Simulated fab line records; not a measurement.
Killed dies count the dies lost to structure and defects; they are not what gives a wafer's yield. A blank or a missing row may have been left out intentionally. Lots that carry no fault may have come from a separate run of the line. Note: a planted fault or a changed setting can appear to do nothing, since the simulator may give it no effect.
fab line records | flow gf180mcu
record lots=12 | wafers=36 | lastDay=34
route steps=602 shown M4@459 V4@485
lots untouched by any fault: they come from a run of this same line in which no faults occurred
startH: start of the lot's first displayed wafer, in hours after the record's first day | waitH: hours elapsed since this lot's preceding step | " same as the row above | L1.1+2: several wafers, shown together as one row | - value missing, or start not given | * or withheld: withheld | < > ~ a bound
route shown NAME@n: a module of which the file shows steps, and the number in the route of the first | usual: average and standard deviation across the fault-free wafers | same: alike in all rows | chamber/n: place in a boat | sites: each site's reading | _std_site: the values' standard deviation | _edge_site: the outer-site mean with the inner-site mean subtracted | radiusMm: for every site, how far away it sits from the centre of the wafer | mask NAME#n: copy n | behind: tool/chamber where the wafer was last shaped | hold: reason for holding the lot/hours on hold/outcome of the hold | device: names the non-switching transistor (n, p or np) | end of line: at the end of the route, the tests of the same wafers | a step without rows: its recipe alone | killed: count of dies lost to structure and defects at first sort (not the wafer's yield) | map: the dies of a wafer, with x for killed, . for not killed, _ for no die there
set.NAME: the run value of the setting; set.NAME@STEP: its run value at that earlier step | model.NAME: the simulator's own value behind a step, which no gauge read
the route's steps for a sample of lots (tables are steps, rows are wafers)
services: from which hour (startH, from the record's first day; less than 0 if before it) a tool's chamber was out of use, for how many hours, and why
## steps
# step GF_M4_SPUTTER_03
# recipe material=Ti | targetThkNm=10 | substrateTempC=300 | chamberPressurePa=0.3 | powerW=3000 | timeS=6.7
# usual throttleValvePct=30.3/0.77
lot.wafer | tool          | chamber | startH | waitH | throttleValvePct
L551.2    | pvdSputter-02 | -       | 509.02 | 0.0   | 29.9
L551.4    | "             | -       | "      | "     | 31.7
L551.6    | "             | -       | "      | "     | 30.2
L554.1    | pvdSputter-01 | -       | 541.27 | 0.0   | 29.6
L554.2    | "             | -       | "      | "     | 28.9
L554.3    | "             | -       | "      | "     | 30.8
L555.1    | pvdSputter-04 | -       | 547.71 | 0.0   | 30.9
L555.2    | "             | -       | "      | "     | 30.9
L555.3    | "             | -       | "      | "     | 30.9
L556.2    | pvdSputter-01 | -       | 559.14 | 0.0   | 29.4
L556.3    | "             | -       | "      | "     | 30.9
L556.5    | "             | -       | "      | "     | 28.6
L557.1    | pvdSputter-01 | -       | 568.92 | 0.0   | 28.9
L557.5    | "             | -       | "      | "     | 30.7
L557.6    | "             | -       | "      | "     | 30.5
L558.1    | pvdSputter-04 | -       | 575.91 | 0.0   | 29.7
L558.2    | "             | -       | "      | "     | 30.7
L558.6    | "             | -       | "      | "     | 30.7
L562.1    | pvdSputter-01 | -       | 609.82 | 0.0   | 29.7
L562.4    | "             | -       | "      | "     | 28.6
L562.6    | "             | -       | "      | "     | 28.6
L565.2    | pvdSputter-01 | -       | 628.05 | 0.0   | 28.3
L565.5    | "             | -       | "      | "     | 30.5
L565.6    | "             | -       | "      | "     | 29.3
L566.1    | pvdSputter-04 | -       | 641.02 | 0.0   | 29.9
L566.3    | "             | -       | "      | "     | 30.5
L566.5    | "             | -       | "      | "     | 29.6
L571.2    | pvdSputter-02 | -       | 673.60 | 0.0   | 29.8
L571.4    | "             | -       | "      | "     | 30.6
L571.6    | "             | -       | "      | "     | 31.3
L573.2    | pvdSputter-04 | -       | 683.20 | 0.0   | 30.7
L573.4    | "             | -       | "      | "     | 30.5
L573.5    | "             | -       | "      | "     | 31.0
L574.1    | pvdSputter-02 | -       | 692.38 | 0.0   | 31.2
L574.3    | "             | -       | "      | "     | 29.7
L574.5    | "             | -       | "      | "     | 31.1
# step GF_M4_SPUTTER_04
# recipe material=TiN | targetThkNm=50 | powerW=6500 | timeS=41.7 | chamberPressurePa=0.4
# usual throttleValvePct=30.3/0.76
lot.wafer | tool          | chamber | startH | waitH | throttleValvePct
L551.2    | pvdSputter-02 | -       | 509.04 | 0.0   | 29.6
L551.4    | "             | -       | "      | "     | 31.2
L551.6    | "             | -       | "      | "     | 29.6
L554.1    | pvdSputter-01 | -       | 541.29 | 0.0   | 29.8
L554.2    | "             | -       | "      | "     | 28.8
L554.3    | "             | -       | "      | "     | 30.6
L555.1    | pvdSputter-04 | -       | 547.73 | 0.0   | 30.8
L555.2    | "             | -       | "      | "     | 30.9
L555.3    | "             | -       | "      | "     | 31.1
L556.2    | pvdSputter-01 | -       | 559.16 | 0.0   | 29.7
L556.3    | "             | -       | "      | "     | 30.7
L556.5    | "             | -       | "      | "     | 28.7
L557.1    | pvdSputter-01 | -       | 568.94 | 0.0   | 28.8
L557.5    | "             | -       | "      | "     | 30.8
L557.6    | "             | -       | "      | "     | 30.7
L558.1    | pvdSputter-04 | -       | 575.93 | 0.0   | 29.9
L558.2    | "             | -       | "      | "     | 30.8
L558.6    | "             | -       | "      | "     | 30.4
L562.1    | pvdSputter-01 | -       | 609.84 | 0.0   | 29.6
L562.4    | "             | -       | "      | "     | 28.9
L562.6    | "             | -       | "      | "     | 28.8
L565.2    | pvdSputter-01 | -       | 628.07 | 0.0   | 28.9
L565.5    | "             | -       | "      | "     | 30.5
L565.6    | "             | -       | "      | "     | 29.6
L566.1    | pvdSputter-04 | -       | 641.04 | 0.0   | 29.9
L566.3    | "             | -       | "      | "     | 30.6
L566.5    | "             | -       | "      | "     | 29.8
L571.2    | pvdSputter-02 | -       | 673.62 | 0.0   | 29.6
L571.4    | "             | -       | "      | "     | 30.8
L571.6    | "             | -       | "      | "     | 31.2
L573.2    | pvdSputter-04 | -       | 683.22 | 0.0   | 30.6
L573.4    | "             | -       | "      | "     | 30.9
L573.5    | "             | -       | "      | "     | 30.7
L574.1    | pvdSputter-02 | -       | 692.40 | 0.0   | 31.1
L574.3    | "             | -       | "      | "     | 29.4
L574.5    | "             | -       | "      | "     | 31.3
# step GF_V4_COAT_09
# recipe resist=KrF | spinRpm=withheld | resistThkNm=1000
# usual chillPlateTempC=22.99/0.12
lot.wafer | tool          | chamber | startH | waitH | chillPlateTempC
L551.2    | lithoTrack-04 | 0       | 544    | -     | 23.06
L551.4    | "             | 0       | "      | "     | 22.89
L551.6    | "             | 0       | "      | "     | 23.01
L554.1    | lithoTrack-02 | 0       | 575    | -     | 22.97
L554.2    | "             | 0       | 576    | -     | 22.95
L554.3    | "             | 0       | "      | "     | 22.94
L555.1    | lithoTrack-03 | 0       | 582    | -     | 23.01
L555.2    | "             | 0       | "      | "     | 23.07
L555.3    | "             | 0       | "      | "     | 23.04
L556.2    | lithoTrack-02 | 0       | 593    | -     | 23.19
L556.3    | "             | 0       | "      | "     | 23.04
L556.5    | "             | 0       | "      | "     | 23.08
L557.1    | lithoTrack-02 | 0       | 602    | -     | 22.83
L557.5    | "             | 0       | "      | "     | 22.83
L557.6    | "             | 0       | "      | "     | 22.83
L558.1    | lithoTrack-04 | 0       | 609    | -     | 22.82
L558.2    | "             | 0       | "      | "     | 22.89
L558.6    | "             | 0       | "      | "     | 22.97
L562.1    | lithoTrack-02 | 0       | 640    | -     | 22.98
L562.4    | "             | 0       | "      | "     | 22.82
L562.6    | "             | 0       | "      | "     | 22.89
L565.2    | lithoTrack-02 | 0       | 659    | -     | 23.07
L565.5    | "             | 0       | "      | "     | 23.00
L565.6    | "             | 0       | "      | "     | 23.10
L566.1    | lithoTrack-04 | 0       | 671    | -     | 23.09
L566.3    | "             | 0       | "      | "     | 23.13
L566.5    | "             | 0       | "      | "     | 23.01
L571.2    | lithoTrack-04 | 0       | 703    | -     | 23.07
L571.4    | "             | 0       | "      | "     | 23.14
L571.6    | "             | 0       | "      | "     | 23.04
L573.2    | lithoTrack-03 | 0       | 712    | -     | 22.99
L573.4    | "             | 0       | "      | "     | 23.03
L573.5    | "             | 0       | "      | "     | 23.14
L574.1    | lithoTrack-03 | 0       | 721    | -     | 23.05
L574.3    | "             | 0       | "      | "     | 22.99
L574.5    | "             | 0       | "      | "     | 23.04
# step GF_V4_ETCH_16
# recipe chemistry=N2/H2 | targetDepthA=withheld | overetchA=withheld | timeS=withheld | target=BARC | ionEnergyEv=200 | sourceW=500 | biasW=100 | pressureMtorr=30 | n2FlowSccm=100 | h2FlowSccm=200
# usual drypumpMotorCurrentA=5.7/0.53 | h2FlowSccm=199.9/0.55 | oesProductAu=0.855/0.005 | throttleValvePct=13.224/0.008
lot.wafer | tool       | chamber | startH | waitH | drypumpMotorCurrentA | h2FlowSccm | oesProductAu | throttleValvePct
L551.2    | rieDiel-04 | 3       | 555.90 | 0.0   | 5.5                  | 200.0      | 0.856        | 13.236
L551.4    | "          | 0       | "      | "     | 5.3                  | 199.8      | 0.855        | 13.214
L551.6    | "          | 2       | "      | "     | 6.0                  | 199.2      | 0.862        | 13.226
L554.1    | rieDiel-01 | 3       | 587.50 | 0.0   | 6.6                  | 199.5      | 0.861        | 13.218
L554.2    | "          | 1       | "      | "     | 5.4                  | 199.5      | 0.856        | 13.226
L554.3    | "          | 2       | "      | "     | 6.3                  | 200.0      | 0.855        | 13.216
L555.1    | rieDiel-01 | 2       | 593.25 | 0.0   | 6.2                  | 199.8      | 0.855        | 13.220
L555.2    | "          | 1       | "      | "     | 5.4                  | 199.1      | 0.864        | 13.230
L555.3    | "          | 3       | "      | "     | 6.6                  | 200.6      | 0.855        | 13.235
L556.2    | rieDiel-01 | 0       | 603.65 | 0.0   | 5.4                  | 200.0      | 0.853        | 13.224
L556.3    | "          | 3       | "      | "     | 6.6                  | 199.9      | 0.848        | 13.229
L556.5    | "          | 1       | "      | "     | 5.4                  | 199.7      | 0.856        | 13.217
L557.1    | rieDiel-04 | 0       | 613.50 | 0.0   | 5.3                  | 201.1      | 0.854        | 13.217
L557.5    | "          | 2       | "      | "     | 6.0                  | 200.2      | 0.853        | 13.221
L557.6    | "          | 3       | "      | "     | 5.5                  | 199.5      | 0.857        | 13.222
L558.1    | rieDiel-02 | 1       | 619.88 | 0.0   | 4.7                  | 199.4      | 0.853        | 13.220
L558.2    | "          | 2       | "      | "     | 5.0                  | 199.8      | 0.853        | 13.228
L558.6    | "          | 3       | "      | "     | 5.7                  | 199.7      | 0.849        | 13.218
L562.1    | rieDiel-02 | 0       | 651.30 | 0.0   | 5.7                  | 199.6      | 0.858        | 13.220
L562.4    | "          | 0       | "      | "     | 5.8                  | 200.2      | 0.860        | 13.236
L562.6    | "          | 3       | "      | "     | 5.7                  | 199.7      | 0.850        | 13.235
L565.2    | rieDiel-01 | 0       | 669.40 | 0.0   | 5.4                  | 200.0      | 0.860        | 13.221
L565.5    | "          | 0       | "      | "     | 5.4                  | 200.6      | 0.850        | 13.225
L565.6    | "          | 1       | "      | "     | 5.4                  | 200.6      | 0.857        | 13.204
L566.1    | rieDiel-02 | 3       | 681.30 | 0.0   | 5.8                  | 199.7      | 0.855        | 13.225
L566.3    | "          | 0       | "      | "     | 5.7                  | 199.8      | 0.864        | 13.229
L566.5    | "          | 3       | "      | "     | 5.8                  | 200.2      | 0.864        | 13.222
L571.2    | rieDiel-04 | 3       | 712.80 | 0.0   | 5.5                  | 199.5      | 0.844        | 13.228
L571.4    | "          | 0       | "      | "     | 5.3                  | 200.3      | 0.850        | 13.227
L571.6    | "          | 1       | "      | "     | 6.2                  | 199.7      | 0.856        | 13.217
L573.2    | rieDiel-01 | 1       | 721.70 | 0.0   | 5.4                  | 200.3      | 0.859        | 13.217
L573.4    | "          | 1       | "      | "     | 5.4                  | 201.0      | 0.852        | 13.234
L573.5    | "          | 2       | "      | "     | 6.2                  | 200.2      | 0.846        | 13.213
L574.1    | rieDiel-02 | 1       | 730.10 | 0.0   | 4.7                  | 200.9      | 0.849        | 13.211
L574.3    | "          | 3       | "      | "     | 5.8                  | 200.0      | 0.855        | 13.236
L574.5    | "          | 2       | "      | "     | 5.0                  | 199.1      | 0.851        | 13.224
# step GF_V4_STRIP_18
# recipe chemistry=O2/N2 | powerW=1400 | pressureMtorr=1500 | platenTempC=250 | o2FlowSccm=3000 | n2FlowSccm=300 | overashFraction=0.5
# usual drypumpMotorCurrentA=5.8/0.43 | heaterPowerW=323/27 | oesProductAu=0.592/0.0045
lot.wafer | tool           | chamber | startH | waitH | drypumpMotorCurrentA | heaterPowerW | oesProductAu | rfHoursCounterH
L551.2    | plasmaAsher-01 | 1       | 556.03 | -     | 5.8                  | 314          | 0.592        | 79
L551.4    | "              | 0       | "      | "     | 5.5                  | 369          | 0.594        | -
L551.6    | "              | 0       | "      | "     | 5.5                  | 372          | 0.588        | -
L554.1    | plasmaAsher-04 | 0       | 587.63 | -     | 5.1                  | 330          | 0.585        | 19
L554.2    | "              | 1       | "      | "     | 6.4                  | 330          | 0.590        | 19
L554.3    | "              | 1       | "      | "     | 6.4                  | 326          | 0.598        | -
L555.1    | plasmaAsher-02 | 1       | 593.38 | -     | 5.9                  | 339          | 0.587        | 94
L555.2    | "              | 0       | "      | "     | 6.0                  | 280          | 0.590        | 94
L555.3    | "              | 0       | "      | "     | 6.0                  | 283          | 0.590        | -
L556.2    | plasmaAsher-02 | 0       | 603.78 | -     | 6.0                  | 283          | 0.588        | 95
L556.3    | "              | 1       | "      | "     | 5.9                  | 342          | 0.597        | -
L556.5    | "              | 1       | "      | "     | 5.9                  | 351          | 0.591        | -
L557.1    | plasmaAsher-04 | 0       | 613.63 | -     | 5.1                  | 340          | 0.591        | 22
L557.5    | "              | 0       | "      | "     | 5.1                  | 330          | 0.592        | -
L557.6    | "              | 1       | "      | "     | 6.4                  | 319          | 0.590        | -
L558.1    | plasmaAsher-01 | 0       | 620.01 | -     | 5.5                  | 385          | 0.587        | 86
L558.2    | "              | 1       | "      | "     | 5.7                  | 303          | 0.588        | 86
L558.6    | "              | 1       | "      | "     | 5.7                  | 306          | 0.591        | -
L562.1    | plasmaAsher-02 | 0       | 651.42 | -     | 6.0                  | 285          | 0.559        | 100
L562.4    | "              | 1       | "      | "     | 6.0                  | 340          | 0.589        | -
L562.6    | "              | 0       | "      | "     | 6.0                  | 288          | 0.594        | -
L565.2    | plasmaAsher-04 | 1       | 669.52 | -     | 6.4                  | 327          | 0.553        | 28
L565.5    | "              | 1       | "      | "     | 6.4                  | 326          | 0.590        | -
L565.6    | "              | 0       | "      | "     | 5.1                  | 337          | 0.588        | -
L566.1    | plasmaAsher-01 | 0       | 681.43 | -     | 5.5                  | 378          | 0.588        | 93
L566.3    | "              | 1       | "      | "     | 5.8                  | 302          | 0.597        | -
L566.5    | "              | 1       | "      | "     | 5.7                  | 314          | 0.592        | -
L571.2    | plasmaAsher-02 | 1       | 712.93 | -     | 6.0                  | 337          | 0.593        | 107
L571.4    | "              | 1       | "      | "     | 6.0                  | 343          | 0.586        | -
L571.6    | "              | 0       | "      | "     | 6.0                  | 277          | 0.586        | -
L573.2    | plasmaAsher-02 | 0       | 721.83 | -     | 6.0                  | 283          | 0.592        | 108
L573.4    | "              | 1       | "      | "     | 5.9                  | 350          | 0.594        | -
L573.5    | "              | 0       | "      | "     | 6.0                  | 278          | 0.598        | -
L574.1    | plasmaAsher-04 | 0       | 730.23 | -     | 5.1                  | 338          | 0.591        | 34
L574.3    | "              | 0       | "      | "     | 5.1                  | 328          | 0.588        | -
L574.5    | "              | 0       | "      | "     | 5.1                  | 332          | 0.588        | -
## services
tool           | chamber | startH | hours | kind
rieDiel-01     | -       | 499.38 | 13.1  | repair
plasmaAsher-01 | -       | 517.54 | 7.0   | repair
rieDiel-04     | 2       | 527.63 | 18.7  | repair
plasmaAsher-02 | -       | 527.84 | 0.5   | repair
rieDiel-02     | -       | 531.02 | 28.1  | pm
rieDiel-04     | 2       | 551.01 | 2.9   | repair
plasmaAsher-02 | -       | 558.71 | 14.6  | pm
rieDiel-02     | 1       | 563.09 | 4.5   | repair
plasmaAsher-04 | -       | 572.45 | 2.0   | repair
pvdSputter-01  | -       | 579.50 | 1.1   | repair
rieDiel-02     | 3       | 584.20 | 4.9   | repair
rieDiel-02     | -       | 595.03 | 2.8   | pm
plasmaAsher-04 | -       | 615.47 | 1.4   | repair
rieDiel-02     | 2       | 622.58 | 6.0   | repair
rieDiel-02     | 2       | 640.51 | 43.9  | repair
rieDiel-02     | 0       | 645.03 | 1.5   | repair
plasmaAsher-02 | -       | 646.36 | 1.0   | repair
plasmaAsher-02 | -       | 659.50 | 0.9   | repair
pvdSputter-02  | -       | 675.91 | 10.1  | repair
rieDiel-01     | 0       | 676.42 | 3.7   | repair
rieDiel-02     | 1       | 683.94 | 2.8   | repair
rieDiel-01     | 0       | 694.34 | 4.6   | repair
pvdSputter-04  | -       | 700.49 | 1.2   | repair
rieDiel-01     | -       | 716.01 | 3.1   | repair
## key
firstSign step=GF_V4_STRIP_18 | reading=oesProductAu | direction=down | sigmas=8 | usual=0.592 | struck=0.556
effect none on later readings
metAt GF_V4_COAT_09
struckLots L562,L565
struckWafers L562.1,L565.2
notActingAt GF_M4_SPUTTER_03,GF_M4_SPUTTER_04,GF_V4_ETCH_16
onsetBetween 602 640
fault kind=processParameterDrift | tool=lithoTrack-02 | chamber=- | onsetH=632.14 | steps=GF_V4_COAT_09 | channel=resistThkNm | offset=* | shape=step | endH=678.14 | scope=struckWafersOnly | actsIn=* | stated=*
